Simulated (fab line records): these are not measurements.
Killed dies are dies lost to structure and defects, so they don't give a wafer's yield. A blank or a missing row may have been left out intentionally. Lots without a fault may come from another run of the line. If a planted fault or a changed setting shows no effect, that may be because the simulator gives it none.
One fault seen from 2 desks    flow gf180mcu    each desk holds nothing but its own numbers, with what lay behind them at the end

== DESK OF THE TOOL OWNER: wet_bench-03 ==
The tool's own readings at GF_DUAL_GATE_CLEAN_14 (cleans in SC1/SC2, time 150 s): means of the sampled wafers that have a number, for each lot that ran on this tool. The brackets show how far a lot's mean lies from the usual mean; more than 4 standard deviations puts the lot out of limits, marked OUT.
Columns: A = bath_heat_duty_pct at GF_DUAL_GATE_CLEAN_14, usual 14.0 %
lot   first seen here  A
L999  day 11 02:32     12.1
L104  day 12 06:05     13.6
L106  day 12 18:41     12.2
L108  day 13 07:07     12.7
This desk's verdict: no lot among the 4 shows anything out of limits.

== FROM THE METROLOGY DESK ==
Lot by lot, what the gauges showed, no matter which tool ran the lot: averages of those sampled wafers that carry a number. The brackets show how far a lot's mean lies from the usual mean; more than 4 standard deviations puts the lot out of limits, marked OUT.
Columns: A = V5_BOW at GF_V5_BOW_MEAS_05, usual 136 um; B = V5_W_RS at GF_V5_RS_MEAS_24, usual 0.328 ohm/sq
lot   first seen here  A    B
L991  day 26 14:25     127  0.327
L992  day 26 18:11     130  0.326
L993  day 27 02:28     147  0.321
L994  day 27 02:48     137  0.332
L995  day 27 23:35     121  0.325
L996  day 28 04:16     141  0.330
L997  day 28 15:09     152  0.326
L998  day 29 02:37     137  0.332
L999  day 29 10:09     128  0.332
L100  day 29 13:44     138  0.325
L104  day 30 13:29     142  0.327
L106  day 30 23:03     150  0.327
L108  day 31 13:11     142  0.329
L111  day 32 03:30     138  0.326
L112  day 32 09:40     135  0.330
This desk's verdict: no lot among the 15 shows anything out of limits.

== BROUGHT TOGETHER ==
Nothing out of limits was seen by the tool owner's desk.
The metrology desk saw nothing out of limits.

== WHAT HAD BEEN PUT IN BY THE SIMULATOR ==
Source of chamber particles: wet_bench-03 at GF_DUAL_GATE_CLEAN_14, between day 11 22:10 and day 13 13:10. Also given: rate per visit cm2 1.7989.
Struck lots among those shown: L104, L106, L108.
